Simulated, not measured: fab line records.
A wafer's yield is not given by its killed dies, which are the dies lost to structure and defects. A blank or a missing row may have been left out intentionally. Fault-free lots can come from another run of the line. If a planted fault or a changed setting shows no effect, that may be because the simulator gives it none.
The tool behind it: which one? / flow gf180mcu / 7 lots with 21 wafers sampled at 2 steps, on a route of 602 steps

## WHAT EACH GAUGE READ, for each wafer
GF_HV_LDD_TW_MEAS_50.
lot=L954; measured=day 12 21:35; on=film metro-04; HV_LDD_4_TW=565 567 565
lot=L956; measured=day 13 13:42; on=film metro-03; HV_LDD_4_TW=567 568 564
lot=L958; measured=day 14 01:43; on=film metro-03; HV_LDD_4_TW=568 566 570
lot=L960; measured=day 15 02:39; on=film metro-04; HV_LDD_4_TW=567 568 567
lot=L964; measured=day 16 06:10; on=film metro-03; HV_LDD_4_TW=707 706 708 709 710 707
lot=L967; measured=day 17 04:30; on=film metro-04; HV_LDD_4_TW=568 568 572
lot=L976; measured=day 20 07:47; on=film metro-03; HV_LDD_4_TW=569 568 567

## WHAT TOOL EACH LOT RAN ON (gives the tool, then ch and the chambers of the sampled wafers, and finally the start)
lot=L954; GF_HV_LDD_IMPLANT_48=implanter-03 ch 0, day 12 21:20
lot=L956; GF_HV_LDD_IMPLANT_48=implanter-03 ch 0, day 13 13:28
lot=L958; GF_HV_LDD_IMPLANT_48=implanter-02 ch 0, day 14 01:28
lot=L960; GF_HV_LDD_IMPLANT_48=implanter-01 ch 0, day 15 02:25
lot=L964; GF_HV_LDD_IMPLANT_48=implanter-01 ch 0, day 16 05:32
lot=L967; GF_HV_LDD_IMPLANT_48=implanter-03 ch 0, day 17 04:16
lot=L976; GF_HV_LDD_IMPLANT_48=implanter-02 ch 0, day 20 07:32
- GF_HV_LDD_IMPLANT_48

## THE ANSWER, worked out from the rows above alone
Rule: what is usual is taken from the lots themselves. Put in order of their means at a reading, lots are off if they are a third of the lots or fewer, leave a main group of 4 or more, and stand apart from it by a gap of 3 or more times the standard deviation of the main group's means; of several such gaps the widest counts. A main group is skipped when, at the precision printed for the reading in the tables above, its means are all equal. A lot without any number at a reading at which 4 lots or more have one is off too. All remaining lots with rows at the step are treated as sound.
Off: L964, seen at GF_HV_LDD_TW_MEAS_50 (HV_LDD_4_TW). For the main group the mean is 567 and the standard deviation 1.2.
A tool fits if, at a process step before that reading, it ran every lot that is off, and no sound lot after the first of them. Those tools and the gauges at GF_HV_LDD_TW_MEAS_50 are tried in the same way. One fits: GF_HV_LDD_IMPLANT_48 on implanter-01. A fault onset in the window from L960 (day 15 02:25, its last sound lot) to L964 (day 16 05:32, its first lot off) fits.

## WHAT HAD BEEN PUT IN BY THE SIMULATOR
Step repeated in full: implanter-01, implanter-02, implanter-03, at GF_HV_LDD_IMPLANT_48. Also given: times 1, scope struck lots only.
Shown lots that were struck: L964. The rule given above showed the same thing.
